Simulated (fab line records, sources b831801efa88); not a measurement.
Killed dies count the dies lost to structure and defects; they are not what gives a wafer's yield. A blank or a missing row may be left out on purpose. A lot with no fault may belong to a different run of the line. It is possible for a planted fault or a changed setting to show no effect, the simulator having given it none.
Matching of chambers ; flow gf180mcu ; GF_POLY_GATE_ETCH_13 on rie-si-02 has 4 sister chambers
The step etches poly-Si in HBr/Cl2, stops on SiO2, target depth 198.5 nm, time 69.6 s. 14 wafers are shown with their chamber, then 7 later ones without.

WAFERS WITH THEIR CHAMBER
wafer;chamber;drypump-motor-current-A (A);throttle-valve-pct (%);oes-product-au (a.u.)
L877.2;2;6.2;33.666;0.989
L877.3;3;5.6;33.681;0.991
L877.5;2;6.2;33.696;0.976
L881.2;0;5.2;33.680;0.989
L881.3;3;5.6;33.673;0.989
L881.6;1;5.4;33.685;0.980
L887.3;2;6.2;33.682;0.989
L887.4;3;5.6;33.676;0.985
L887.6;1;5.4;33.699;0.990
L894.1;2;6.2;33.681;0.985
L894.2;1;5.3;33.691;0.998
L894.4;0;5.3;33.681;0.989
L896.1;3;5.6;33.685;0.994
L896.3;2;6.2;33.680;0.992

SIGNATURES (averages over the wafers above)
reading;chamber 0;chamber 1;chamber 2;chamber 3;scatter within a chamber
drypump-motor-current-A;5.250;5.367;6.200;5.600;0.0342
throttle-valve-pct;33.68050;33.69167;33.68100;33.67875;0.00797
oes-product-au;0.98900;0.98933;0.98620;0.98975;0.006
Rule: for each reading, subtract the chamber's mean from the wafer's reading, divide by that reading's scatter and square the result; add these up over the readings and take the root, which gives the wafer's distance from the chamber. If the next closest chamber is less than 2 further off than the closest, the wafer can't be placed; otherwise it belongs to the closest. The scatter: the root of (the sum of the squares of (reading less its chamber's mean) over the shown wafers, divided by (wafers less chambers)).

WAFERS MISSING THEIR CHAMBER
wafer;drypump-motor-current-A (A);throttle-valve-pct (%);oes-product-au (a.u.)
L896.6;5.4;33.677;0.998
L899.3;5.3;33.700;0.999
L899.4;5.6;33.702;0.992
L899.5;5.4;33.691;0.993
L900.1;6.2;33.676;0.985
L900.4;5.3;33.676;0.991
L900.5;5.2;33.697;0.996

WHICH CHAMBER EACH WENT THROUGH
wafer;from the rows above;in truth
L896.6;1;1
L899.3;can't be placed: 1 or 0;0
L899.4;3;3
L899.5;1;1
L900.1;2;2
L900.4;can't be placed: 0 or 1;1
L900.5;0;0
5 of 7 placed correctly. Not placeable from these rows: 2 (in 2, the candidates include the true chamber). Wrongly placed: 0.
